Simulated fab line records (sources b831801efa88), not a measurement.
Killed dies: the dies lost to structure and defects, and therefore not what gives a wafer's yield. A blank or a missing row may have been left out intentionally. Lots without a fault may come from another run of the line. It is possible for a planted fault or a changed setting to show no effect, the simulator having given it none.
fab line records / flow sky130
[record] lots = 12 wafers = 34 lastDay = 50
route steps=708 shown LI_CONTACT@386 LOCAL_INTERCONNECT@387 METAL1@435 VIA1@460
lots untouched by any fault: they come from a run of this same line in which no faults occurred
startH: hours from the record's first day to the start of the lot's first wafer shown / waitH: hours from the lot's prior step to this one / " repeats the value in the row above / L1.1+2: a single row standing in for several wafers / - value missing, or start not given / * or withheld: withheld / < > ~ a bound
route shown NAME@n: a module of which the file shows steps, and the number in the route of the first / usual: the fault-free wafers' mean and standard deviation / same: alike in all rows / chamber/n: place in a boat / sites: each site's reading / _std_site: how widely they spread, as a standard deviation / _edge_site: inner sites' mean taken away from outer sites' mean / radiusMm: for every site, how far away it sits from the centre of the wafer / mask NAME#n: copy n / behind: the last tool/chamber to shape the wafer / hold: what put the lot on hold/how long, in hours/how the hold closed / device: the n, p or np transistor that did not switch / end of line: the same wafers' tests at the end of the route / for a step that has no rows: nothing shown but its recipe / killed: count of dies lost to structure and defects at first sort (not the wafer's yield) / map: the dies of a wafer, with x for killed, . for not killed, _ for no die there
set.NAME: the setting that was run; set.NAME@STEP: the one run at that earlier step / model.NAME: the simulator's own value behind a step, which no gauge read
route steps across a sampled set of lots; one table per step, one row per wafer
services: the hour from which a tool's chamber was out of use, counted from the record's first day as startH (under 0 if before that day), plus the number of hours and why
[[steps]]
[step SKY_LI_CONTACT_CMP_24]
[recipe] stopOn = PSG tOverpolishS = 20 downForcePsi = 3.5 platenRpm = 60 targetThkNm = 0 padVelocityMS = 0.94248
[usual] motorCurrentA = 11.7/0.75 overpolishRunS = 19.998/0.009 timeToEndpointS = 97/3.7
lot.wafer=L867.2 tool=cmp-01 chamber=3 startH=657.59 waitH=0.1 motorCurrentA=11.3 overpolishRunS=20.004 timeToEndpointS=94
lot.wafer=L867.4 tool=cmp-01 chamber=0 startH=657.59 waitH=0.1 motorCurrentA=11.0 overpolishRunS=19.987 timeToEndpointS=99
lot.wafer=L867.6 tool=cmp-01 chamber=1 startH=657.59 waitH=0.1 motorCurrentA=11.5 overpolishRunS=20.010 timeToEndpointS=101
lot.wafer=L870.4 tool=cmp-02 chamber=2 startH=694.60 waitH=0.0 motorCurrentA=12.7 overpolishRunS=20.006 timeToEndpointS=97
lot.wafer=L870.1 tool=cmp-02 chamber=3 startH=694.60 waitH=0.0 motorCurrentA=11.4 overpolishRunS=20.006 timeToEndpointS=95
lot.wafer=L870.3 tool=cmp-02 chamber=0 startH=694.60 waitH=0.0 motorCurrentA=11.5 overpolishRunS=20.004 timeToEndpointS=101
lot.wafer=L872.4 tool=cmp-01 chamber=0 startH=704.29 waitH=0.0 motorCurrentA=11.3 overpolishRunS=20.000 timeToEndpointS=92
lot.wafer=L872.2 tool=cmp-01 chamber=2 startH=704.29 waitH=0.0 motorCurrentA=12.5 overpolishRunS=20.001 timeToEndpointS=93
lot.wafer=L872.5 tool=cmp-01 chamber=1 startH=704.29 waitH=0.0 motorCurrentA=11.5 overpolishRunS=19.995 timeToEndpointS=93
lot.wafer=L873.1 tool=cmp-01 chamber=3 startH=712.42 waitH=0.2 motorCurrentA=12.1 overpolishRunS=19.989 timeToEndpointS=93
lot.wafer=L873.6 tool=cmp-01 chamber=0 startH=712.42 waitH=0.2 motorCurrentA=11.3 overpolishRunS=19.984 timeToEndpointS=98
lot.wafer=L874.2 tool=cmp-01 chamber=1 startH=727.86 waitH=0.0 motorCurrentA=12.1 overpolishRunS=19.979 timeToEndpointS=99
lot.wafer=L874.5 tool=cmp-01 chamber=1 startH=727.86 waitH=0.0 motorCurrentA=10.8 overpolishRunS=19.983 timeToEndpointS=100
lot.wafer=L876.2 tool=cmp-02 chamber=2 startH=741.94 waitH=0.0 motorCurrentA=12.9 overpolishRunS=19.991 timeToEndpointS=100
lot.wafer=L876.3 tool=cmp-02 chamber=0 startH=741.94 waitH=0.0 motorCurrentA=13.0 overpolishRunS=20.002 timeToEndpointS=101
lot.wafer=L876.4 tool=cmp-02 chamber=1 startH=741.94 waitH=0.0 motorCurrentA=11.0 overpolishRunS=20.004 timeToEndpointS=105
lot.wafer=L882.2 tool=cmp-02 chamber=1 startH=817.91 waitH=0.1 motorCurrentA=11.5 overpolishRunS=19.991 timeToEndpointS=102
lot.wafer=L882.6 tool=cmp-02 chamber=0 startH=817.91 waitH=0.1 motorCurrentA=11.7 overpolishRunS=20.015 timeToEndpointS=96
lot.wafer=L882.5 tool=cmp-02 chamber=1 startH=817.91 waitH=0.1 motorCurrentA=11.5 overpolishRunS=20.000 timeToEndpointS=99
lot.wafer=L881.4 tool=cmp-02 chamber=1 startH=819.20 waitH=0.0 motorCurrentA=10.9 overpolishRunS=20.005 timeToEndpointS=104
lot.wafer=L881.3 tool=cmp-02 chamber=3 startH=819.20 waitH=0.0 motorCurrentA=11.2 overpolishRunS=19.999 timeToEndpointS=92
lot.wafer=L881.6 tool=cmp-02 chamber=2 startH=819.20 waitH=0.0 motorCurrentA=12.8 overpolishRunS=19.994 timeToEndpointS=96
lot.wafer=L883.2 tool=cmp-02 chamber=3 startH=830.66 waitH=0.1 motorCurrentA=10.7 overpolishRunS=20.010 timeToEndpointS=92
lot.wafer=L883.3 tool=cmp-02 chamber=0 startH=830.66 waitH=0.1 motorCurrentA=11.9 overpolishRunS=19.987 timeToEndpointS=103
lot.wafer=L883.1 tool=cmp-02 chamber=1 startH=830.66 waitH=0.1 motorCurrentA=11.1 overpolishRunS=19.993 timeToEndpointS=100
lot.wafer=L886.1 tool=cmp-02 chamber=1 startH=844.75 waitH=0.2 motorCurrentA=11.7 overpolishRunS=19.998 timeToEndpointS=100
lot.wafer=L886.5 tool=cmp-02 chamber=0 startH=844.75 waitH=0.2 motorCurrentA=11.5 overpolishRunS=19.994 timeToEndpointS=98
lot.wafer=L886.6 tool=cmp-02 chamber=1 startH=844.75 waitH=0.2 motorCurrentA=11.5 overpolishRunS=19.999 timeToEndpointS=102
lot.wafer=L890.1 tool=cmp-01 chamber=1 startH=866.50 waitH=0.1 motorCurrentA=11.3 overpolishRunS=20.003 timeToEndpointS=97
lot.wafer=L890.3 tool=cmp-01 chamber=2 startH=866.50 waitH=0.1 motorCurrentA=12.1 overpolishRunS=19.995 timeToEndpointS=95
lot.wafer=L890.6 tool=cmp-01 chamber=1 startH=866.50 waitH=0.1 motorCurrentA=11.9 overpolishRunS=19.994 timeToEndpointS=98
lot.wafer=L889.3 tool=cmp-01 chamber=2 startH=871.42 waitH=0.0 motorCurrentA=12.5 overpolishRunS=19.999 timeToEndpointS=98
lot.wafer=L889.4 tool=cmp-01 chamber=0 startH=871.42 waitH=0.0 motorCurrentA=11.0 overpolishRunS=19.998 timeToEndpointS=92
lot.wafer=L889.5 tool=cmp-01 chamber=2 startH=871.42 waitH=0.0 motorCurrentA=12.4 overpolishRunS=19.999 timeToEndpointS=97
[step SKY_LOCAL_INTERCONNECT_SPUTTER_00]
[recipe] material = TiN targetThkNm = 100 tempC = 300 powerW = 6500 timeS = 83.3 chamberPressurePa = 0.4
[usual] cathodeDcPowerW = 6500.1/1.1 chamberPressurePa = 0.4000/0.00078 throttleValvePct = 30.1/1.1
lot.wafer=L867.2 tool=pvdSputter-04 chamber=- startH=657.79 waitH=0.1 cathodeDcPowerW=6501.6 chamberPressurePa=0.3996 throttleValvePct=30.2
lot.wafer=L867.4 tool=pvdSputter-04 chamber=- startH=657.79 waitH=0.1 cathodeDcPowerW=6501.1 chamberPressurePa=0.4013 throttleValvePct=31.7
lot.wafer=L867.6 tool=pvdSputter-04 chamber=- startH=657.79 waitH=0.1 cathodeDcPowerW=6498.6 chamberPressurePa=0.3997 throttleValvePct=30.5
lot.wafer=L870.1 tool=pvdSputter-04 chamber=- startH=694.90 waitH=0.2 cathodeDcPowerW=6500.2 chamberPressurePa=0.3986 throttleValvePct=29.4
lot.wafer=L870.3 tool=pvdSputter-04 chamber=- startH=694.90 waitH=0.2 cathodeDcPowerW=6501.4 chamberPressurePa=0.3995 throttleValvePct=31.9
lot.wafer=L870.4 tool=pvdSputter-04 chamber=- startH=694.90 waitH=0.2 cathodeDcPowerW=6501.8 chamberPressurePa=0.4006 throttleValvePct=30.4
lot.wafer=L872.2 tool=pvdSputter-04 chamber=- startH=704.59 waitH=0.1 cathodeDcPowerW=6499.1 chamberPressurePa=0.3999 throttleValvePct=31.8
lot.wafer=L872.4 tool=pvdSputter-04 chamber=- startH=704.59 waitH=0.1 cathodeDcPowerW=6501.1 chamberPressurePa=0.4004 throttleValvePct=29.5
lot.wafer=L872.5 tool=pvdSputter-04 chamber=- startH=704.59 waitH=0.1 cathodeDcPowerW=6501.0 chamberPressurePa=0.3995 throttleValvePct=29.5
lot.wafer=L873.1 tool=pvdSputter-04 chamber=- startH=712.57 waitH=0.1 cathodeDcPowerW=6500.8 chamberPressurePa=0.4010 throttleValvePct=30.1
lot.wafer=L873.6 tool=pvdSputter-04 chamber=- startH=712.57 waitH=0.1 cathodeDcPowerW=6500.2 chamberPressurePa=0.4006 throttleValvePct=31.6
lot.wafer=L874.2 tool=pvdSputter-02 chamber=- startH=728.16 waitH=0.2 cathodeDcPowerW=6499.8 chamberPressurePa=0.4001 throttleValvePct=29.7
lot.wafer=L874.5 tool=pvdSputter-02 chamber=- startH=728.16 waitH=0.2 cathodeDcPowerW=6498.2 chamberPressurePa=0.3999 throttleValvePct=29.3
lot.wafer=L876.2 tool=pvdSputter-03 chamber=- startH=742.24 waitH=0.2 cathodeDcPowerW=6500.3 chamberPressurePa=0.4007 throttleValvePct=30.3
lot.wafer=L876.3 tool=pvdSputter-03 chamber=- startH=742.24 waitH=0.2 cathodeDcPowerW=6499.4 chamberPressurePa=0.4013 throttleValvePct=29.0
lot.wafer=L876.4 tool=pvdSputter-03 chamber=- startH=742.24 waitH=0.2 cathodeDcPowerW=6500.6 chamberPressurePa=0.4000 throttleValvePct=30.7
lot.wafer=L882.2 tool=pvdSputter-03 chamber=- startH=818.16 waitH=0.2 cathodeDcPowerW=6499.0 chamberPressurePa=0.4002 throttleValvePct=32.1
lot.wafer=L882.5 tool=pvdSputter-03 chamber=- startH=818.16 waitH=0.2 cathodeDcPowerW=6500.9 chamberPressurePa=0.3996 throttleValvePct=30.8
lot.wafer=L882.6 tool=pvdSputter-03 chamber=- startH=818.16 waitH=0.2 cathodeDcPowerW=6498.9 chamberPressurePa=0.3998 throttleValvePct=30.6
lot.wafer=L881.3 tool=pvdSputter-02 chamber=- startH=819.50 waitH=0.1 cathodeDcPowerW=6499.0 chamberPressurePa=0.4010 throttleValvePct=30.8
lot.wafer=L881.4 tool=pvdSputter-02 chamber=- startH=819.50 waitH=0.1 cathodeDcPowerW=6500.5 chamberPressurePa=0.4003 throttleValvePct=29.4
lot.wafer=L881.6 tool=pvdSputter-02 chamber=- startH=819.50 waitH=0.1 cathodeDcPowerW=6498.7 chamberPressurePa=0.3998 throttleValvePct=31.0
lot.wafer=L883.1 tool=pvdSputter-03 chamber=- startH=830.91 waitH=0.1 cathodeDcPowerW=6498.3 chamberPressurePa=0.4010 throttleValvePct=29.2
lot.wafer=L883.2 tool=pvdSputter-03 chamber=- startH=830.91 waitH=0.1 cathodeDcPowerW=6501.0 chamberPressurePa=0.3990 throttleValvePct=30.9
lot.wafer=L883.3 tool=pvdSputter-03 chamber=- startH=830.91 waitH=0.1 cathodeDcPowerW=6500.6 chamberPressurePa=0.4006 throttleValvePct=32.2
lot.wafer=L886.1 tool=pvdSputter-02 chamber=- startH=845.00 waitH=0.2 cathodeDcPowerW=6500.0 chamberPressurePa=0.3995 throttleValvePct=27.9
lot.wafer=L886.5 tool=pvdSputter-02 chamber=- startH=845.00 waitH=0.2 cathodeDcPowerW=6501.3 chamberPressurePa=0.4009 throttleValvePct=29.4
lot.wafer=L886.6 tool=pvdSputter-02 chamber=- startH=845.00 waitH=0.2 cathodeDcPowerW=6499.7 chamberPressurePa=0.3994 throttleValvePct=30.8
lot.wafer=L890.1 tool=pvdSputter-04 chamber=- startH=866.75 waitH=0.2 cathodeDcPowerW=6499.3 chamberPressurePa=0.3991 throttleValvePct=29.4
lot.wafer=L890.3 tool=pvdSputter-04 chamber=- startH=866.75 waitH=0.2 cathodeDcPowerW=6501.6 chamberPressurePa=0.4003 throttleValvePct=29.3
lot.wafer=L890.6 tool=pvdSputter-04 chamber=- startH=866.75 waitH=0.2 cathodeDcPowerW=6500.4 chamberPressurePa=0.3982 throttleValvePct=30.2
lot.wafer=L889.3 tool=pvdSputter-02 chamber=- startH=871.72 waitH=0.2 cathodeDcPowerW=6500.8 chamberPressurePa=0.4000 throttleValvePct=28.2
lot.wafer=L889.4 tool=pvdSputter-02 chamber=- startH=871.72 waitH=0.2 cathodeDcPowerW=6498.8 chamberPressurePa=0.4001 throttleValvePct=30.9
lot.wafer=L889.5 tool=pvdSputter-02 chamber=- startH=871.72 waitH=0.2 cathodeDcPowerW=6499.9 chamberPressurePa=0.3997 throttleValvePct=30.9
[step SKY_METAL1_SPUTTER_01]
[recipe] material = TiN targetThkNm = 20 powerW = 6500 timeS = 16.7 chamberPressurePa = 0.4
[usual] cathodeDcPowerW = 6499.9/1.2 chamberPressurePa = 0.3999/0.00085 throttleValvePct = 30.0/1.1
lot.wafer=L867.2 tool=pvdSputter-02 chamber=- startH=717.07 waitH=0.0 cathodeDcPowerW=6498.9 chamberPressurePa=0.4004 throttleValvePct=29.2
lot.wafer=L867.4 tool=pvdSputter-02 chamber=- startH=717.07 waitH=0.0 cathodeDcPowerW=6499.6 chamberPressurePa=0.3974 throttleValvePct=28.0
lot.wafer=L867.6 tool=pvdSputter-02 chamber=- startH=717.07 waitH=0.0 cathodeDcPowerW=6501.4 chamberPressurePa=0.4002 throttleValvePct=29.2
lot.wafer=L870.1 tool=pvdSputter-01 chamber=- startH=753.19 waitH=0.0 cathodeDcPowerW=6501.1 chamberPressurePa=0.4000 throttleValvePct=30.0
lot.wafer=L870.3 tool=pvdSputter-01 chamber=- startH=753.19 waitH=0.0 cathodeDcPowerW=6501.4 chamberPressurePa=0.4005 throttleValvePct=28.5
lot.wafer=L870.4 tool=pvdSputter-01 chamber=- startH=753.19 waitH=0.0 cathodeDcPowerW=6499.9 chamberPressurePa=0.3997 throttleValvePct=31.3
lot.wafer=L872.2 tool=pvdSputter-04 chamber=- startH=762.79 waitH=0.0 cathodeDcPowerW=6497.0 chamberPressurePa=0.4006 throttleValvePct=29.3
lot.wafer=L872.4 tool=pvdSputter-04 chamber=- startH=762.79 waitH=0.0 cathodeDcPowerW=6499.2 chamberPressurePa=0.4004 throttleValvePct=30.2
lot.wafer=L872.5 tool=pvdSputter-04 chamber=- startH=762.79 waitH=0.0 cathodeDcPowerW=6500.1 chamberPressurePa=0.4002 throttleValvePct=29.7
lot.wafer=L873.1 tool=pvdSputter-02 chamber=- startH=769.90 waitH=0.0 cathodeDcPowerW=6500.6 chamberPressurePa=0.3982 throttleValvePct=27.8
lot.wafer=L873.6 tool=pvdSputter-02 chamber=- startH=769.90 waitH=0.0 cathodeDcPowerW=6500.8 chamberPressurePa=0.3983 throttleValvePct=28.0
lot.wafer=L874.2 tool=pvdSputter-02 chamber=- startH=784.79 waitH=0.0 cathodeDcPowerW=6497.9 chamberPressurePa=0.4012 throttleValvePct=29.0
lot.wafer=L874.5 tool=pvdSputter-02 chamber=- startH=784.79 waitH=0.0 cathodeDcPowerW=6500.1 chamberPressurePa=0.4000 throttleValvePct=31.2
lot.wafer=L876.2 tool=pvdSputter-02 chamber=- startH=799.34 waitH=0.0 cathodeDcPowerW=6499.5 chamberPressurePa=0.3998 throttleValvePct=31.0
lot.wafer=L876.3 tool=pvdSputter-02 chamber=- startH=799.34 waitH=0.0 cathodeDcPowerW=6500.5 chamberPressurePa=0.3995 throttleValvePct=29.1
lot.wafer=L876.4 tool=pvdSputter-02 chamber=- startH=799.34 waitH=0.0 cathodeDcPowerW=6501.0 chamberPressurePa=0.4007 throttleValvePct=27.9
lot.wafer=L882.2 tool=pvdSputter-01 chamber=- startH=873.84 waitH=0.0 cathodeDcPowerW=6500.0 chamberPressurePa=0.3995 throttleValvePct=28.0
lot.wafer=L882.5 tool=pvdSputter-01 chamber=- startH=873.84 waitH=0.0 cathodeDcPowerW=6498.6 chamberPressurePa=0.3988 throttleValvePct=31.4
lot.wafer=L882.6 tool=pvdSputter-01 chamber=- startH=873.84 waitH=0.0 cathodeDcPowerW=6499.8 chamberPressurePa=0.4003 throttleValvePct=30.3
lot.wafer=L881.3 tool=pvdSputter-04 chamber=- startH=876.44 waitH=0.0 cathodeDcPowerW=6497.9 chamberPressurePa=0.3985 throttleValvePct=30.2
lot.wafer=L881.4 tool=pvdSputter-04 chamber=- startH=876.44 waitH=0.0 cathodeDcPowerW=6500.5 chamberPressurePa=0.4004 throttleValvePct=31.9
lot.wafer=L881.6 tool=pvdSputter-04 chamber=- startH=876.44 waitH=0.0 cathodeDcPowerW=6501.3 chamberPressurePa=0.4004 throttleValvePct=29.1
lot.wafer=L883.1 tool=pvdSputter-02 chamber=- startH=885.33 waitH=0.0 cathodeDcPowerW=6500.2 chamberPressurePa=0.3998 throttleValvePct=30.9
lot.wafer=L883.2 tool=pvdSputter-02 chamber=- startH=885.33 waitH=0.0 cathodeDcPowerW=6499.8 chamberPressurePa=0.3994 throttleValvePct=31.1
lot.wafer=L883.3 tool=pvdSputter-02 chamber=- startH=885.33 waitH=0.0 cathodeDcPowerW=6499.2 chamberPressurePa=0.4006 throttleValvePct=28.1
lot.wafer=L886.1 tool=pvdSputter-04 chamber=- startH=898.94 waitH=0.0 cathodeDcPowerW=6498.5 chamberPressurePa=0.3996 throttleValvePct=30.1
lot.wafer=L886.5 tool=pvdSputter-04 chamber=- startH=898.94 waitH=0.0 cathodeDcPowerW=6499.3 chamberPressurePa=0.4009 throttleValvePct=29.5
lot.wafer=L886.6 tool=pvdSputter-04 chamber=- startH=898.94 waitH=0.0 cathodeDcPowerW=6498.2 chamberPressurePa=0.3994 throttleValvePct=31.8
lot.wafer=L890.1 tool=pvdSputter-04 chamber=- startH=920.75 waitH=0.0 cathodeDcPowerW=6501.0 chamberPressurePa=0.4009 throttleValvePct=31.9
lot.wafer=L890.3 tool=pvdSputter-04 chamber=- startH=920.75 waitH=0.0 cathodeDcPowerW=6502.1 chamberPressurePa=0.4001 throttleValvePct=29.3
lot.wafer=L890.6 tool=pvdSputter-04 chamber=- startH=920.75 waitH=0.0 cathodeDcPowerW=6500.8 chamberPressurePa=0.3999 throttleValvePct=29.4
lot.wafer=L889.3 tool=pvdSputter-04 chamber=- startH=926.03 waitH=0.0 cathodeDcPowerW=6499.7 chamberPressurePa=0.4009 throttleValvePct=29.4
lot.wafer=L889.4 tool=pvdSputter-04 chamber=- startH=926.03 waitH=0.0 cathodeDcPowerW=6499.7 chamberPressurePa=0.4006 throttleValvePct=29.2
lot.wafer=L889.5 tool=pvdSputter-04 chamber=- startH=926.03 waitH=0.0 cathodeDcPowerW=6499.9 chamberPressurePa=0.3991 throttleValvePct=29.4
[step SKY_VIA1_CMP_02]
[recipe] material = SiO2 downForcePsi = 4 platenRpm = 60 padVelocityMS = 0.94248
[usual] motorCurrentA = 12.8/0.82
lot.wafer=L867.4 tool=cmp-01 chamber=0 startH=745.72 waitH=0.0 motorCurrentA=12.2
lot.wafer=L867.2 tool=cmp-01 chamber=2 startH=745.72 waitH=0.0 motorCurrentA=13.8
lot.wafer=L867.6 tool=cmp-01 chamber=0 startH=745.72 waitH=0.0 motorCurrentA=12.4
lot.wafer=L870.4 tool=cmp-02 chamber=3 startH=780.69 waitH=0.0 motorCurrentA=11.7
lot.wafer=L870.3 tool=cmp-02 chamber=1 startH=780.69 waitH=0.0 motorCurrentA=12.6
lot.wafer=L870.1 tool=cmp-02 chamber=2 startH=780.69 waitH=0.0 motorCurrentA=14.6
lot.wafer=L872.4 tool=cmp-01 chamber=0 startH=791.09 waitH=0.1 motorCurrentA=12.2
lot.wafer=L872.2 tool=cmp-01 chamber=1 startH=791.09 waitH=0.1 motorCurrentA=12.3
lot.wafer=L872.5 tool=cmp-01 chamber=2 startH=791.09 waitH=0.1 motorCurrentA=13.2
lot.wafer=L873.1 tool=cmp-01 chamber=0 startH=798.37 waitH=0.2 motorCurrentA=11.8
lot.wafer=L873.6 tool=cmp-01 chamber=2 startH=798.37 waitH=0.2 motorCurrentA=13.1
lot.wafer=L874.2 tool=cmp-01 chamber=2 startH=813.18 waitH=0.0 motorCurrentA=12.9
lot.wafer=L874.5 tool=cmp-01 chamber=2 startH=813.18 waitH=0.0 motorCurrentA=13.5
lot.wafer=L876.3 tool=cmp-01 chamber=2 startH=827.14 waitH=0.0 motorCurrentA=13.6
lot.wafer=L876.2 tool=cmp-01 chamber=0 startH=827.14 waitH=0.0 motorCurrentA=12.1
lot.wafer=L876.4 tool=cmp-01 chamber=1 startH=827.14 waitH=0.0 motorCurrentA=12.6
lot.wafer=L882.2 tool=cmp-02 chamber=2 startH=901.62 waitH=0.1 motorCurrentA=14.4
lot.wafer=L882.6 tool=cmp-02 chamber=2 startH=901.62 waitH=0.1 motorCurrentA=14.1
lot.wafer=L882.5 tool=cmp-02 chamber=3 startH=901.62 waitH=0.1 motorCurrentA=12.1
lot.wafer=L881.3 tool=cmp-02 chamber=3 startH=904.68 waitH=0.1 motorCurrentA=12.2
lot.wafer=L881.4 tool=cmp-02 chamber=1 startH=904.68 waitH=0.1 motorCurrentA=12.2
lot.wafer=L881.6 tool=cmp-02 chamber=3 startH=904.68 waitH=0.1 motorCurrentA=11.8
lot.wafer=L883.3 tool=cmp-01 chamber=3 startH=912.80 waitH=0.0 motorCurrentA=12.8
lot.wafer=L883.2 tool=cmp-01 chamber=1 startH=912.80 waitH=0.0 motorCurrentA=12.9
lot.wafer=L883.1 tool=cmp-01 chamber=2 startH=912.80 waitH=0.0 motorCurrentA=13.4
lot.wafer=L886.1 tool=cmp-01 chamber=2 startH=925.56 waitH=0.1 motorCurrentA=14.4
lot.wafer=L886.5 tool=cmp-01 chamber=2 startH=925.56 waitH=0.1 motorCurrentA=13.0
lot.wafer=L886.6 tool=cmp-01 chamber=3 startH=925.56 waitH=0.1 motorCurrentA=12.3
lot.wafer=L890.1 tool=cmp-01 chamber=1 startH=946.44 waitH=0.1 motorCurrentA=12.7
lot.wafer=L890.3 tool=cmp-01 chamber=2 startH=946.44 waitH=0.1 motorCurrentA=13.5
lot.wafer=L890.6 tool=cmp-01 chamber=0 startH=946.44 waitH=0.1 motorCurrentA=12.5
lot.wafer=L889.4 tool=cmp-01 chamber=2 startH=951.79 waitH=0.1 motorCurrentA=13.1
lot.wafer=L889.3 tool=cmp-01 chamber=3 startH=951.79 waitH=0.1 motorCurrentA=11.9
lot.wafer=L889.5 tool=cmp-01 chamber=1 startH=951.79 waitH=0.1 motorCurrentA=13.3
[step SKY_VIA1_ETCH_15]
[recipe] target = SiO2 chemistry = C4F8/O2/Ar targetDepthNm = 351 stopOn = TiN maskMaterial = KrF-thick sourceW = 1500 biasW = 1200 pressureMtorr = 40 c4f8FlowSccm = withheld O2_flow_sccm = 6 Ar_flow_sccm = 300 timeS = 54
[usual] oesProductAu = 0.978/0.0055
lot.wafer=L867.2 tool=rieDiel-01 chamber=1 startH=773.30 waitH=0.0 oesProductAu=0.982 rfHoursCounterH=22
lot.wafer=L867.4 tool=rieDiel-01 chamber=2 startH=773.30 waitH=0.0 oesProductAu=0.974 rfHoursCounterH=-
lot.wafer=L867.6 tool=rieDiel-01 chamber=1 startH=773.30 waitH=0.0 oesProductAu=0.984 rfHoursCounterH=-
lot.wafer=L870.1 tool=rieDiel-03 chamber=1 startH=808.82 waitH=0.0 oesProductAu=0.974 rfHoursCounterH=11
lot.wafer=L870.3 tool=rieDiel-03 chamber=2 startH=808.82 waitH=0.0 oesProductAu=0.976 rfHoursCounterH=11
lot.wafer=L870.4 tool=rieDiel-03 chamber=0 startH=808.82 waitH=0.0 oesProductAu=0.969 rfHoursCounterH=6
lot.wafer=L872.2 tool=rieDiel-03 chamber=1 startH=817.67 waitH=0.0 oesProductAu=0.971 rfHoursCounterH=11
lot.wafer=L872.4 tool=rieDiel-03 chamber=2 startH=817.67 waitH=0.0 oesProductAu=0.960 rfHoursCounterH=12
lot.wafer=L872.5 tool=rieDiel-03 chamber=2 startH=817.67 waitH=0.0 oesProductAu=0.977 rfHoursCounterH=-
lot.wafer=L873.1 tool=rieDiel-02 chamber=2 startH=825.42 waitH=0.0 oesProductAu=0.974 rfHoursCounterH=10
lot.wafer=L873.6 tool=rieDiel-02 chamber=3 startH=825.42 waitH=0.0 oesProductAu=0.828 rfHoursCounterH=-
lot.wafer=L874.2 tool=rieDiel-02 chamber=2 startH=839.32 waitH=0.0 oesProductAu=0.830 rfHoursCounterH=11
lot.wafer=L874.5 tool=rieDiel-02 chamber=2 startH=839.32 waitH=0.0 oesProductAu=0.973 rfHoursCounterH=-
lot.wafer=L876.2 tool=rieDiel-01 chamber=0 startH=854.13 waitH=0.0 oesProductAu=0.838 rfHoursCounterH=25
lot.wafer=L876.3 tool=rieDiel-01 chamber=2 startH=854.13 waitH=0.0 oesProductAu=0.979 rfHoursCounterH=16
lot.wafer=L876.4 tool=rieDiel-01 chamber=3 startH=854.13 waitH=0.0 oesProductAu=0.986 rfHoursCounterH=2
lot.wafer=L882.2 tool=rieDiel-03 chamber=2 startH=927.19 waitH=0.0 oesProductAu=0.973 rfHoursCounterH=15
lot.wafer=L882.5 tool=rieDiel-03 chamber=2 startH=927.19 waitH=0.0 oesProductAu=0.970 rfHoursCounterH=-
lot.wafer=L882.6 tool=rieDiel-03 chamber=3 startH=927.19 waitH=0.0 oesProductAu=0.977 rfHoursCounterH=-
lot.wafer=L881.3 tool=rieDiel-01 chamber=2 startH=929.87 waitH=0.0 oesProductAu=0.978 rfHoursCounterH=18
lot.wafer=L881.4 tool=rieDiel-01 chamber=0 startH=929.87 waitH=0.0 oesProductAu=0.981 rfHoursCounterH=27
lot.wafer=L881.6 tool=rieDiel-01 chamber=0 startH=929.87 waitH=0.0 oesProductAu=0.982 rfHoursCounterH=-
lot.wafer=L883.1 tool=rieDiel-02 chamber=2 startH=938.68 waitH=0.0 oesProductAu=0.973 rfHoursCounterH=14
lot.wafer=L883.2 tool=rieDiel-02 chamber=1 startH=938.68 waitH=0.0 oesProductAu=0.979 rfHoursCounterH=13
lot.wafer=L883.3 tool=rieDiel-02 chamber=0 startH=938.68 waitH=0.0 oesProductAu=0.980 rfHoursCounterH=6
lot.wafer=L886.1 tool=rieDiel-02 chamber=3 startH=950.73 waitH=0.0 oesProductAu=0.981 rfHoursCounterH=18
lot.wafer=L886.5 tool=rieDiel-02 chamber=2 startH=950.73 waitH=0.0 oesProductAu=0.991 rfHoursCounterH=-
lot.wafer=L886.6 tool=rieDiel-02 chamber=3 startH=950.73 waitH=0.0 oesProductAu=0.978 rfHoursCounterH=-
lot.wafer=L890.1 tool=rieDiel-02 chamber=2 startH=972.03 waitH=0.0 oesProductAu=0.977 rfHoursCounterH=15
lot.wafer=L890.3 tool=rieDiel-02 chamber=0 startH=972.03 waitH=0.0 oesProductAu=0.976 rfHoursCounterH=7
lot.wafer=L890.6 tool=rieDiel-02 chamber=1 startH=972.03 waitH=0.0 oesProductAu=0.982 rfHoursCounterH=-
lot.wafer=L889.3 tool=rieDiel-01 chamber=2 startH=977.67 waitH=0.0 oesProductAu=0.976 rfHoursCounterH=19
lot.wafer=L889.4 tool=rieDiel-01 chamber=0 startH=977.67 waitH=0.0 oesProductAu=0.980 rfHoursCounterH=28
lot.wafer=L889.5 tool=rieDiel-01 chamber=1 startH=977.67 waitH=0.0 oesProductAu=0.973 rfHoursCounterH=-
[[services]]
tool=cmp-02 chamber=- startH=635.96 hours=1.0 kind=repair
tool=cmp-02 chamber=- startH=637.26 hours=1.3 kind=repair
tool=pvdSputter-04 chamber=- startH=669.84 hours=3.5 kind=repair
tool=cmp-01 chamber=- startH=680.11 hours=12.6 kind=repair
tool=cmp-01 chamber=- startH=685.59 hours=0.2 kind=repair
tool=pvdSputter-02 chamber=- startH=703.11 hours=2.9 kind=repair
tool=cmp-01 chamber=- startH=733.99 hours=2.2 kind=repair
tool=cmp-02 chamber=- startH=744.00 hours=4.0 kind=pm
tool=cmp-02 chamber=- startH=749.00 hours=7.6 kind=pm
tool=cmp-02 chamber=- startH=765.43 hours=1.1 kind=repair
tool=pvdSputter-04 chamber=- startH=771.78 hours=50.9 kind=repair
tool=pvdSputter-04 chamber=- startH=790.78 hours=3.9 kind=repair
tool=pvdSputter-04 chamber=- startH=797.89 hours=3.4 kind=repair
tool=cmp-01 chamber=- startH=840.13 hours=5.9 kind=pm
tool=cmp-01 chamber=- startH=887.32 hours=1.3 kind=repair
tool=cmp-01 chamber=- startH=892.62 hours=13.6 kind=pm
tool=cmp-02 chamber=- startH=906.44 hours=1.8 kind=repair
tool=pvdSputter-04 chamber=- startH=913.26 hours=2.2 kind=repair
tool=cmp-01 chamber=- startH=913.40 hours=4.0 kind=pm
tool=cmp-02 chamber=- startH=918.30 hours=0.5 kind=repair
tool=cmp-01 chamber=- startH=944.64 hours=1.3 kind=repair
tool=cmp-02 chamber=- startH=946.01 hours=2.4 kind=repair
tool=cmp-02 chamber=- startH=954.34 hours=1.3 kind=repair
tool=cmp-01 chamber=- startH=970.09 hours=0.9 kind=repair
[[key]]
[firstSign] step = SKY_VIA1_ETCH_15 reading = oesProductAu direction = down sigmas = 27 usual = 0.978 struck = 0.832
effect none on later readings
metAt SKY_VIA1_CMP_02
struckLots L873,L874,L876
struckWafers L873.6,L874.2,L876.2
sortLeftOut L873.6,L874.2
notActingAt SKY_LI_CONTACT_CMP_24,SKY_LOCAL_INTERCONNECT_SPUTTER_00,SKY_METAL1_SPUTTER_01
onsetBetween 791.09 798.37
[fault] kind = processParameterDrift tool = cmp-01 chamber = - onsetH = 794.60 steps = SKY_VIA1_CMP_02 channel = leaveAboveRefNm offset = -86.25 shape = step endH = 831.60 scope = struckWafersOnly actsIn = theseRecipesOnly stated = 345
// sortLeftOut: the simulated sort isn't trusted on such a fault, so these wafers' sort isn't shown, and their yield isn't known
